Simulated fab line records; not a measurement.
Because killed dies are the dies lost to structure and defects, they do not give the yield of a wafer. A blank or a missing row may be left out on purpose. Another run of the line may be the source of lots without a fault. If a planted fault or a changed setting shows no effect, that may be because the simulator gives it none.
Split-lot study | flow gf180mcu | 23 wafers read from 5 lots, route of 602 steps

SPLIT DETAILS
At GF_PSD_IMPLANT_09, the setting energy-kev was moved away from the recipe's 40 on 7 of the 23 wafers read, by -7.8% to +8.9%. The other wafers ran this setting at the recipe's value.

BETWEEN THE SPLIT AND THE READING: the file shows 1 step in between
- GF_PSD_STRIP_10: strips in O2/N2

THE READING
PSD_TW, at GF_PSD_TW_MEAS_11. A value of 3197 with a standard deviation of 16 is what fault-free wafers of this fab line usually give.

wafer  | tool, chamber at the split | energy-kev as run | against the recipe | PSD_TW | against lot-mates on the recipe
L076.1 | implanter-01, 0            | 41.01             | +2.5%              | 3230   | +27
L076.2 | implanter-01, 0            | 40                | recipe             | 3214   | -
L076.3 | implanter-01, 0            | 40                | recipe             | 3194   | -
L076.4 | implanter-01, 0            | 41.01             | +2.5%              | 3230   | +27
L076.6 | implanter-01, 0            | 40                | recipe             | 3201   | -
L079.2 | implanter-03, 0            | 40                | recipe             | 3180   | -
L079.4 | implanter-03, 0            | 40                | recipe             | 3189   | -
L079.5 | implanter-03, 0            | 40                | recipe             | 3176   | -
L081.1 | implanter-03, 0            | 40                | recipe             | 3211   | -
L081.2 | implanter-03, 0            | 40                | recipe             | 3201   | -
L081.3 | implanter-03, 0            | 40                | recipe             | 3224   | -
L081.4 | implanter-03, 0            | 40                | recipe             | 3207   | -
L081.6 | implanter-03, 0            | 40                | recipe             | 3221   | -
L080.1 | implanter-02, 0            | 36.89             | -7.8%              | 3118   | -76
L080.2 | implanter-02, 0            | 40                | recipe             | 3194   | -
L080.3 | implanter-02, 0            | 36.89             | -7.8%              | 3111   | -83
L080.5 | implanter-02, 0            | 40                | recipe             | 3194   | -
L080.6 | implanter-02, 0            | 36.89             | -7.8%              | 3127   | -67
L083.1 | implanter-01, 0            | 40                | recipe             | 3202   | -
L083.2 | implanter-01, 0            | 40                | recipe             | 3211   | -
L083.4 | implanter-01, 0            | 43.55             | +8.9%              | 3279   | +75
L083.5 | implanter-01, 0            | 40                | recipe             | 3199   | -
L083.6 | implanter-01, 0            | 43.55             | +8.9%              | 3263   | +59

FIT RESULTS
A straight line over all 23 wafers: PSD_TW changes by +9.41 for each +1% of energy-kev; r = +0.95; the points scatter about the line by 13.
The same after taking each lot's own level away (the mean of its wafers on the recipe; 23 wafers): +8.76 for each +1%; r = +0.98; scatter 8.1.
Per that fit: largest energy-kev move, reading shift of 78.
Across the lots, their own levels run from 3181.7 to 3212.8, a range of 1.9 times the standard deviation given above.
Consequently the slope shifts little with the lot-to-lot level, the two slopes agreeing.
Check: +76.8 against its lot-mates is what the line predicts for one of the wafers moved furthest among these (+8.9%) when that wafer is left out of the fit. Against them it came out at +75.

OTHER SPLITS APPLIED TO THESE WAFERS
Other splits were also applied to these wafers ahead of the reading. Each is held against what the fit with the lots' levels taken away leaves over:
other split on the same wafers      | wafers away from the commonest value | r with PSD_TW (lot level and that fit taken away)
GF_DUAL_GATE_COAT_06 resist-thk-nm  | 8                                    | -0.15
GF_POLY_GATE_COAT_05 resist-thk-nm  | 4                                    | -0.42
GF_POLY_GATE_OXIDATION_16 ox-time-s | 18                                   | -0.24
GF_HV_LDD_IMPLANT_09 dose-cm2       | 6                                    | -0.23
GF_HV_LDD_DEVELOP_18 develop-time-s | 8                                    | -0.31
GF_HV_LDD_CLEAN_51 time-s           | 15                                   | +0.12
GF_HV_LDD_ETCHBACK_58 time-s        | 11                                   | -0.25

THE WHOLE CHAIN: every reading that the file lists as answering this split, in the file's order
step              | what it does    | reading                                                         | change (the file's fit)               | r (the file's)
GF_PSD_IMPLANT_09 |                 | implant.rp-nm (the simulator's own value, which no gauge read)  | +0.243 nm for each +1% of the setting | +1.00
GF_PSD_IMPLANT_09 |                 | implant.drp-nm (the simulator's own value, which no gauge read) | +0.111 nm for each +1% of the setting | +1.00
GF_PSD_STRIP_10   | strips in O2/N2 | strip-time-to-endpoint-s                                        | withheld for each +1% of the setting  | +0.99
GF_PSD_TW_MEAS_11 |                 | PSD_TW                                                          | +8.6 for each +1% of the setting      | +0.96

THE FILE'S OWN FIT
PSD_TW changes by +8.6 for each +1% of energy-kev, r = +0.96.
